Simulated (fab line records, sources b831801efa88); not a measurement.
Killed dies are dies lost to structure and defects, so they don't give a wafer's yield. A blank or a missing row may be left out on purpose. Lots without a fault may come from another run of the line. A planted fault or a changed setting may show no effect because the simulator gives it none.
Which tool did it? | flow sky130 | 24 lots, 72 wafers sampled, at 3 steps of a route of 708

WHAT THE GAUGES READ, wafer by wafer
SKY_VIA2_OVL_MEAS_13.
lot  | measured     | on         | VIA2_OVL (nm)
L074 | day 36 03:32 | overlay-02 | 8 -5 3
L075 | day 36 22:30 | overlay-02 | 9 2 -3
L076 | day 37 10:32 | overlay-02 | 1 5 0
L077 | day 37 13:42 | overlay-02 | 2 2 3
L078 | day 37 18:09 | overlay-01 | 17 7 -3
L079 | day 38 02:05 | overlay-01 | -5 2 -7
L080 | day 38 06:48 | overlay-01 | 3 -2 1
L081 | day 38 19:44 | overlay-02 | 7 13 0
L082 | day 39 06:08 | overlay-02 | 2 13 4
L083 | day 39 12:18 | overlay-01 | 4 -10 -3
L085 | day 39 18:41 | overlay-02 | 1 7 -9
L084 | day 39 20:17 | overlay-02 | -2 1 -5
L086 | day 40 05:37 | overlay-02 | 13 8 12
L087 | day 40 10:38 | overlay-02 | -6 10 7
L088 | day 40 20:55 | overlay-01 | -1 7 -4
L089 | day 41 10:04 | overlay-01 | 1 6 8
L091 | day 41 12:26 | overlay-02 | -8 -10 -3
L090 | day 41 18:30 | overlay-01 | 8 2 11
L092 | day 41 19:05 | overlay-02 | 5 1 7
L093 | day 42 06:26 | overlay-01 | 7 0 9
L095 | day 42 07:25 | overlay-01 | 3 -6 -12
L094 | day 42 08:42 | overlay-02 | -6 -5 5
L096 | day 42 11:39 | overlay-02 | 4 -4 -11
L097 | day 43 04:08 | overlay-01 | 5 9 1

WHICH TOOL RAN EACH LOT (tool, then ch and the chambers of the sampled wafers, then the start)
lot  | SKY_METAL1_SPUTTER_03        | SKY_METAL2_SPUTTER_00
L074 | pvd_sputter-03, day 31 11:43 | pvd_sputter-04, day 33 21:14
L075 | pvd_sputter-01, day 32 08:47 | pvd_sputter-02, day 34 17:09
L076 | pvd_sputter-03, day 32 19:46 | pvd_sputter-04, day 35 03:43
L077 | pvd_sputter-03, day 33 01:22 | pvd_sputter-03, day 35 08:33
L078 | pvd_sputter-03, day 33 05:01 | pvd_sputter-02, day 35 12:53
L079 | pvd_sputter-03, day 33 14:08 | pvd_sputter-03, day 35 20:58
L080 | pvd_sputter-04, day 33 19:43 | pvd_sputter-03, day 36 02:24
L081 | pvd_sputter-01, day 34 07:07 | pvd_sputter-04, day 36 14:15
L082 | pvd_sputter-03, day 34 18:19 | pvd_sputter-04, day 37 01:10
L083 | pvd_sputter-04, day 35 00:07 | pvd_sputter-03, day 37 07:33
L085 | pvd_sputter-04, day 35 08:16 | pvd_sputter-04, day 37 14:08
L084 | pvd_sputter-03, day 35 10:19 | pvd_sputter-04, day 37 16:55
L086 | pvd_sputter-04, day 35 20:07 | pvd_sputter-03, day 38 01:56
L087 | pvd_sputter-03, day 36 00:46 | pvd_sputter-04, day 38 07:23
L088 | pvd_sputter-03, day 36 13:02 | pvd_sputter-04, day 38 18:28
L089 | pvd_sputter-01, day 37 02:25 | pvd_sputter-02, day 39 08:04
L091 | pvd_sputter-03, day 37 05:32 | pvd_sputter-04, day 39 10:29
L090 | pvd_sputter-03, day 37 11:04 | pvd_sputter-04, day 39 16:01
L092 | pvd_sputter-03, day 37 13:01 | pvd_sputter-02, day 39 17:44
L093 | pvd_sputter-03, day 38 00:34 | pvd_sputter-03, day 40 05:20
L095 | pvd_sputter-04, day 38 00:55 | pvd_sputter-04, day 40 06:38
L094 | pvd_sputter-04, day 38 02:22 | pvd_sputter-03, day 40 07:05
L096 | pvd_sputter-03, day 38 06:05 | pvd_sputter-02, day 40 10:41
L097 | pvd_sputter-01, day 38 23:28 | pvd_sputter-02, day 41 03:38
- SKY_METAL1_SPUTTER_03: material Ti, target thk 5 nm, time 3.3 s.
- SKY_METAL2_SPUTTER_00: material Ti, target thk 15 nm, time 10 s.

WHAT THE TOOLS THEMSELVES READ (means of the sampled wafers that have a number; where no wafer has one, the mark that the record gives instead)
SKY_METAL1_SPUTTER_03.
lot  | tool           | throttle_valve_pct (%)
L074 | pvd_sputter-03 | 30.8
L075 | pvd_sputter-01 | 30.1
L076 | pvd_sputter-03 | 30.9
L077 | pvd_sputter-03 | 29.7
L078 | pvd_sputter-03 | 29.7
L079 | pvd_sputter-03 | 31.0
L080 | pvd_sputter-04 | 29.1
L081 | pvd_sputter-01 | 30.8
L082 | pvd_sputter-03 | 30.9
L083 | pvd_sputter-04 | 29.1
L085 | pvd_sputter-04 | 30.3
L084 | pvd_sputter-03 | 30.7
L086 | pvd_sputter-04 | 29.1
L087 | pvd_sputter-03 | 30.6
L088 | pvd_sputter-03 | 30.2
L089 | pvd_sputter-01 | 30.7
L091 | pvd_sputter-03 | 30.9
L090 | pvd_sputter-03 | 30.4
L092 | pvd_sputter-03 | 30.6
L093 | pvd_sputter-03 | 30.1
L095 | pvd_sputter-04 | 30.3
L094 | pvd_sputter-04 | 29.3
L096 | pvd_sputter-03 | 31.7
L097 | pvd_sputter-01 | 30.4

SKY_METAL2_SPUTTER_00.
lot  | tool           | throttle_valve_pct (%)
L074 | pvd_sputter-04 | 30.3
L075 | pvd_sputter-02 | 30.2
L076 | pvd_sputter-04 | 30.2
L077 | pvd_sputter-03 | 30.0
L078 | pvd_sputter-02 | 29.1
L079 | pvd_sputter-03 | 30.0
L080 | pvd_sputter-03 | 31.2
L081 | pvd_sputter-04 | 29.1
L082 | pvd_sputter-04 | 29.2
L083 | pvd_sputter-03 | 30.0
L085 | pvd_sputter-04 | 30.7
L084 | pvd_sputter-04 | 30.3
L086 | pvd_sputter-03 | 30.9
L087 | pvd_sputter-04 | 29.0
L088 | pvd_sputter-04 | 29.2
L089 | pvd_sputter-02 | 29.1
L091 | pvd_sputter-04 | 29.1
L090 | pvd_sputter-04 | 30.2
L092 | pvd_sputter-02 | 29.6
L093 | pvd_sputter-03 | 30.1
L095 | pvd_sputter-04 | 29.2
L094 | pvd_sputter-03 | 31.0
L096 | pvd_sputter-02 | 30.3
L097 | pvd_sputter-02 | 29.8

THE ANSWER, worked out from the rows above alone
Rule: what is usual is taken from the lots themselves. Put in order of their means at a reading, lots are off if they are a third of the lots or fewer, leave a main group of 4 or more, and stand apart from it by a gap of 3 or more times the standard deviation of the main group's means; of several such gaps the widest counts. A main group whose means are all the same, to the digits that the tables above print for the reading, isn't used. A lot without any number at a reading at which 4 lots or more have one is off too. The other lots that the step has rows for count as sound. The gauges are gone through in route order, then the tools' own readings, and for those a lot's mean is taken as printed above. The first step at which some lot is off is used, and at that step the reading that is off furthest; a lot without a number counts as furthest.
No lot is off at any reading shown: from this, nothing can be told.

WHAT THE SIMULATOR HAD PUT IN
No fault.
